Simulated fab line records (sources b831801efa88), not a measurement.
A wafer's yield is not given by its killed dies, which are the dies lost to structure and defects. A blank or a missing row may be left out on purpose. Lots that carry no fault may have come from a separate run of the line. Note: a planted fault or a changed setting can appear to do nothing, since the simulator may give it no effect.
Chamber matching / flow sky130 / 3 sister chambers for SKY_VIA4_HDPCVD_00 on hdpcvd-01
The step deposits SiO2, target thk 1750 nm, time 291.7 s. 3 wafers are shown with their chamber, then 6 later ones without.

WAFERS WITH THEIR CHAMBER
wafer=L251.6; chamber=1; run length s (s)=319.8
wafer=L253.4; chamber=0; run length s (s)=318.7
wafer=L253.5; chamber=2; run length s (s)=319.4

WAFERS WITH NO CHAMBER GIVEN
wafer=L254.1; run length s (s)=320.3
wafer=L254.2; run length s (s)=318.9
wafer=L254.4; run length s (s)=319.8
wafer=L256.1; run length s (s)=319.8
wafer=L256.2; run length s (s)=319.7
wafer=L256.4; run length s (s)=318.6

EACH ONE'S CHAMBER
wafer=L254.1; from the rows above=can't be placed: 1 or 2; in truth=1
wafer=L254.2; from the rows above=can't be placed: 0 or 2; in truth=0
wafer=L254.4; from the rows above=can't be placed: 1 or 2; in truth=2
wafer=L256.1; from the rows above=can't be placed: 1 or 2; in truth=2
wafer=L256.2; from the rows above=can't be placed: 1 or 2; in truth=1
wafer=L256.4; from the rows above=0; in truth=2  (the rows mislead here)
Placed correctly: 0 of 6. Can't be placed from these rows: 5 (the true chamber is among the candidates in 5). 1 placed wrongly.
How it was worked out, from the rows above alone: a wafer's distance from a chamber is the root of the sum, over the readings, of the square of ((its reading less the chamber's mean) divided by the reading's scatter). If the next closest chamber is less than 2 further off than the closest, the wafer can't be placed; otherwise it belongs to the closest. The mean given for a chamber averages the wafers shown for that chamber. The scatter (one wafer shown for each chamber): square how far every hidden wafer sits from the nearest shown wafer, average those squares and take the square root.
